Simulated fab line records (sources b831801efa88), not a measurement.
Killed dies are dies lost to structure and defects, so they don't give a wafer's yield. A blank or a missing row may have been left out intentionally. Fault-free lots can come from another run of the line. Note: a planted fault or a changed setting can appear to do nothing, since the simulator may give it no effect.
Code-filled problem report in 8D (eight disciplines) form	flow sfqLine	the parts of the form that need people (team, actions taken, sign-off) are left out

1. PROBLEM STATEMENT
At SFQ_TRILAYER_C5_LITHO_EXPOSE_152, exposureDoseMJCm2 averages 22.338 over 12 wafers from 4 lots, while fault-free wafers read 21.301, standard deviation 0.023. That is +45 standard deviations from the usual mean.
The step: exposes mask C5, target cd 500 nm.
The first sign was on wafer L259.1 at day 68 20:35, on krfScanner-01. The record holds 36 wafers of 12 lots with a number at this step. Rule for "out" (also "out of limits"): further than 4 standard deviations from the usual mean. Any other wafer with a number is counted as sound.

2. WHAT IT IS AND WHAT IT IS NOT
question	is	is not
which readings at this step	exposureDoseMJCm2	-
which lots	L259, L260, L265, L266	L255, L256, L257, L258, L275, L276, L277, L278
which wafers of those lots	all that have a number	-
read on which tools	krfScanner-01	krfScanner-02
when	from day 68 20:35	up to then (12 sound wafers); but 12 sound wafers of L275, L276, L277, L278 came after

3. THE SUSPECTS, EACH WITH WHAT RULES IT OUT
Counting: any tool at a process step up to the reading is kept as a suspect provided that every lot that is out went through it and no sound lot did after the first of them.
- krfScanner-01 at SFQ_TRILAYER_C5_LITHO_EXPOSE_152 (exposes mask C5, target cd 500 nm): kept. All lots that are out passed through it, beginning with L259 at day 68 20:35, and no sound lot followed; its final sound lot before that point was L258 at day 68 14:43. On those wafers its own readings are out: exposureDoseMJCm2.
The count leaves krfScanner-01 at SFQ_TRILAYER_C5_LITHO_EXPOSE_152.

4. THE CAUSE (what the simulator had put in)
Process parameter drift: krfScanner-01, from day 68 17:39 on, at SFQ_TRILAYER_C5_LITHO_EXPOSE_152. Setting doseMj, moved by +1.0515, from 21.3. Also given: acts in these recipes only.
After counting, this tool was the only one left.

5. SEQUENCE OF EFFECTS, ordered by route
Each row: a reading whose mean over the struck wafers that have a number lies more than 3 standard deviations from the usual. Readings are gone through only where the record gives a usual standard deviation; hours: the median, over the lots, of the time from a lot's start at the first step in this table giving one to that lot's start at this step; sigmas: the change measured in usual standard deviations.
hours	step	reading	usual	on struck wafers	change	sigmas
0	SFQ_TRILAYER_C5_LITHO_EXPOSE_152	exposureDoseMJCm2	21.301	22.338	+1.037	+45
Its process steps:
- SFQ_TRILAYER_C5_LITHO_EXPOSE_152: exposes mask C5, target cd 500 nm.

6. HOW IT WOULD HAVE BEEN CAUGHT EARLIER
The fault began at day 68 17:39; the first out-of-limits reading in this record came at day 68 20:35, 3 hours later.
